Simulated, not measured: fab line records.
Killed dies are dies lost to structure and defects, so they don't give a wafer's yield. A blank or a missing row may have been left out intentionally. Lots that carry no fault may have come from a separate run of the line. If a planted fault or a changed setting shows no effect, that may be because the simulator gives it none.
Which tool was responsible? ; flow sfq-line ; 14 lots, 42 wafers sampled, at 6 steps of a route of 325

WHAT THE GAUGES READ, wafer by wafer
SFQ_I6_BOW_MEAS_941.
lot;measured;on;I6_BOW (um)
L590;day 76 05:35;film-metro-03;-7 0 1
L591;day 76 08:35;film-metro-01;15 8 9
L592;day 76 10:43;film-metro-02;0 1 -5
L593;day 76 11:38;film-metro-03;9 14 14
L594;day 76 14:35;film-metro-02;12 24 5
L596;day 77 00:32;film-metro-01;15 4 5
L597;day 77 03:25;film-metro-02;18 7 14
L599;day 77 09:34;film-metro-01;11 4 12
L600;day 77 12:51;film-metro-03;6 3 10
L604;day 78 03:53;film-metro-01;1 9 14
L605;day 78 06:51;film-metro-02;15 -8 2
L606;day 78 12:52;film-metro-01;9 10 3
L607;day 78 18:22;film-metro-02;16 12 2
L613;day 82 17:01;film-metro-02;11 22 7

SFQ_M8_RS_MEAS_949: measurement is done with a four-point probe.
lot;measured;on;M8_AU_RS (ohm/sq)
L590;day 81 08:06;film-metro-01;0.1516 0.1525 0.1518
L591;day 84 01:43;film-metro-04;0.1542 0.1531 0.1532
L592;day 84 13:45;film-metro-04;0.1516 0.1506 0.1528
L593;day 84 17:01;film-metro-02;0.1537 0.1566 0.1538
L594;day 84 21:47;film-metro-01;0.1514 0.1516 0.1519
L596;day 85 02:34;film-metro-01;0.1539 0.1520 0.1523
L597;day 85 03:46;film-metro-02;0.1542 0.1557 0.1559
L599;day 85 06:58;film-metro-01;0.1559 0.1552 0.1553
L600;day 85 08:07;film-metro-01;0.1537 0.1542 0.1526
L604;day 85 18:58;film-metro-02;0.1536 0.1273 0.1516 0.1538 0.1276 0.1515
L605;day 85 21:23;film-metro-01;0.1533 0.1522 0.1519
L606;day 86 02:36;film-metro-04;0.1511 0.1261 0.1501 0.1505 0.1261 0.1498
L607;day 86 09:23;film-metro-04;0.1532 0.1537 0.1553
L613;day 89 02:32;film-metro-01;0.1552 0.1561 0.1542

SFQ_M8_THK_MEAS_950: measures by xrf.
lot;measured;on;M8_AU_THK (nm)
L590;day 81 08:13;film-metro-01;182.8 181.4 182.2
L591;day 84 01:50;film-metro-04;178.3 178.8 178.9
L592;day 84 13:51;film-metro-04;181.2 181.9 179.5
L593;day 84 17:07;film-metro-02;179.3 176.8 179.3
L594;day 84 21:54;film-metro-01;182.1 181.3 181.8
L596;day 85 02:41;film-metro-01;179.6 180.5 180.8
L597;day 85 03:53;film-metro-02;179.5 176.9 176.4
L599;day 85 07:04;film-metro-01;176.1 177.4 176.9
L600;day 85 08:14;film-metro-01;179.4 179.2 180.8
L604;day 85 23:08;film-metro-02;179.1 216.0 181.9 178.9 216.1 182.2
L605;day 85 21:30;film-metro-01;179.8 180.3 181.3
L606;day 86 03:43;film-metro-04;182.6 218.2 183.8 182.5 218.5 183.9
L607;day 86 09:30;film-metro-04;179.6 178.8 178.1
L613;day 89 02:40;film-metro-01;177.3 177.4 177.7

EACH LOT AND THE TOOL THAT RAN IT (in order: tool; ch and the chambers of the sampled wafers; start)
lot;SFQ_TRILAYER_M6_STRIP_STRIP_163;SFQ_TRILAYER_M7_ETCH_METAL_ETCH_180;SFQ_TRILAYER_M8_DEP_EVAP_196
L590;rie-metal-02 ch 0,1, day 75 18:53;rie-metal-01 ch 0, day 76 16:43;pvd-sputter-01, day 81 07:35
L591;rie-metal-02 ch 0, day 75 23:41;rie-metal-01 ch 0, day 76 22:31;pvd-sputter-02, day 84 01:11
L592;rie-metal-02 ch 0,1, day 76 04:41;rie-metal-01 ch 0, day 77 02:12;pvd-sputter-01, day 84 13:11
L593;rie-metal-04 ch 1, day 76 07:28;rie-metal-02 ch 0,1, day 77 03:18;pvd-sputter-02, day 84 16:28
L594;rie-metal-02 ch 0,1, day 76 09:17;rie-metal-02 ch 0,1, day 77 05:39;pvd-sputter-01, day 84 21:16
L596;rie-metal-03 ch 0,1, day 76 18:53;rie-metal-02 ch 0,1, day 77 12:51;pvd-sputter-01, day 85 02:03
L597;rie-metal-02 ch 0,1, day 76 20:05;rie-metal-02 ch 0,1, day 77 15:15;pvd-sputter-02, day 85 03:15
L599;rie-metal-03 ch 0,1, day 76 23:53;rie-metal-03 ch 0,1, day 77 18:55;pvd-sputter-02, day 85 06:24
L600;rie-metal-03 ch 0,1, day 77 00:53;rie-metal-02 ch 0,1, day 77 21:11;pvd-sputter-01, day 85 07:36
L604;rie-metal-03 ch 0,1, day 77 08:17;rie-metal-02 ch 0,1, day 84 23:32;pvd-sputter-01, day 85 18:24
L605;rie-metal-04 ch 0,1, day 77 12:53;rie-metal-01 ch 0,1, day 85 03:06;pvd-sputter-02, day 85 20:52
L606;rie-metal-04 ch 0,1, day 77 18:53;rie-metal-01 ch 0,1, day 85 09:06;pvd-sputter-01, day 86 02:04
L607;rie-metal-02 ch 0,1, day 77 22:29;rie-metal-01 ch 0,1, day 85 15:06;pvd-sputter-02, day 86 08:52
L613;rie-metal-03 ch 0,1, day 82 13:10;rie-metal-01 ch 0,1, day 88 12:49;pvd-sputter-02, day 89 02:01
- SFQ_TRILAYER_M6_STRIP_STRIP_163: strips in O2.
- SFQ_TRILAYER_M7_ETCH_METAL_ETCH_180: etches Nb in Cl2/Ar, stops on SiO2, target depth 240 nm, time 120 s.
- SFQ_TRILAYER_M8_DEP_EVAP_196: material Au, target thk 180 nm, time 900 s.

AS READ BY THE TOOLS THEMSELVES (means over the sampled wafers that have a number; for cases with no such wafer, the mark the record gives instead)
SFQ_TRILAYER_M6_STRIP_STRIP_163.
lot;tool;drypump-motor-current-A (A);oes-product-au (a.u.)
L590;rie-metal-02;5.5;0.999
L591;rie-metal-02;5.7;1.007
L592;rie-metal-02;5.6;1.011
L593;rie-metal-04;5.9;0.992
L594;rie-metal-02;5.6;1.008
L596;rie-metal-03;6.2;1.008
L597;rie-metal-02;5.5;1.012
L599;rie-metal-03;6.3;0.998
L600;rie-metal-03;6.2;1.000
L604;rie-metal-03;6.1;1.005
L605;rie-metal-04;5.8;1.003
L606;rie-metal-04;5.8;0.998
L607;rie-metal-02;5.5;1.005
L613;rie-metal-03;6.2;0.994

SFQ_TRILAYER_M7_ETCH_METAL_ETCH_180.
lot;tool;drypump-motor-current-A (A);oes-product-au (a.u.)
L590;rie-metal-01;5.6;0.892
L591;rie-metal-01;5.6;0.890
L592;rie-metal-01;5.6;0.895
L593;rie-metal-02;5.6;0.896
L594;rie-metal-02;5.5;0.894
L596;rie-metal-02;5.6;0.894
L597;rie-metal-02;5.5;0.890
L599;rie-metal-03;6.1;0.890
L600;rie-metal-02;5.5;0.894
L604;rie-metal-02;5.5;0.899
L605;rie-metal-01;5.6;0.900
L606;rie-metal-01;5.6;0.908
L607;rie-metal-01;5.6;0.896
L613;rie-metal-01;5.6;0.890

SFQ_TRILAYER_M8_DEP_EVAP_196.
lot;tool;cathode-dc-power-W (W)
L590;pvd-sputter-01;2000.2
L591;pvd-sputter-02;2000.3
L592;pvd-sputter-01;1999.9
L593;pvd-sputter-02;1999.9
L594;pvd-sputter-01;2000.1
L596;pvd-sputter-01;2000.4
L597;pvd-sputter-02;2000.3
L599;pvd-sputter-02;1999.9
L600;pvd-sputter-01;2000.1
L604;pvd-sputter-01;2000.4
L605;pvd-sputter-02;2000.2
L606;pvd-sputter-01;1999.7
L607;pvd-sputter-02;2000.1
L613;pvd-sputter-02;1999.9

THE ANSWER, worked out from the rows above alone
Rule: usual is defined by the lots themselves. The widest of any qualifying gaps counts: lots, ordered by their means at a reading, are off when they make up no more than a third of the lots, leave a main group of 4 or more, and stand apart from it by 3 or more times the standard deviation of that group's means. A main group is skipped when, at the precision printed for the reading in the tables above, its means are all equal. A lot without any number at a reading at which 4 lots or more have one is off too. The other lots that the step has rows for count as sound. First the gauges in route order, then the tools' own readings, where a lot's mean is used as printed above. The first step at which some lot is off is used, and at that step the reading that is off furthest; a lot without a number counts as furthest.
Off: L604, L606, at SFQ_M8_RS_MEAS_949 (M8_AU_RS). For the main group the mean is 0.1535 ohm/sq and the standard deviation 0.0014.
If a tool, at a process step before that reading, ran all the lots that are off and no sound lot after the first of them, it fits. Those tools and the gauges at SFQ_M8_RS_MEAS_949 are tried in the same way. One fits: pvd-sputter-01 at SFQ_TRILAYER_M8_DEP_EVAP_196. A fault onset in the window from L600 (day 85 07:36, its last sound lot) to L604 (day 85 18:24, its first lot off) fits.

WHAT THE SIMULATOR HAD PUT IN
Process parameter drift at SFQ_TRILAYER_M8_DEP_EVAP_196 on pvd-sputter-01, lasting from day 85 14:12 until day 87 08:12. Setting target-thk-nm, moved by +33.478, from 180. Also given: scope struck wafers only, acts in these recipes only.
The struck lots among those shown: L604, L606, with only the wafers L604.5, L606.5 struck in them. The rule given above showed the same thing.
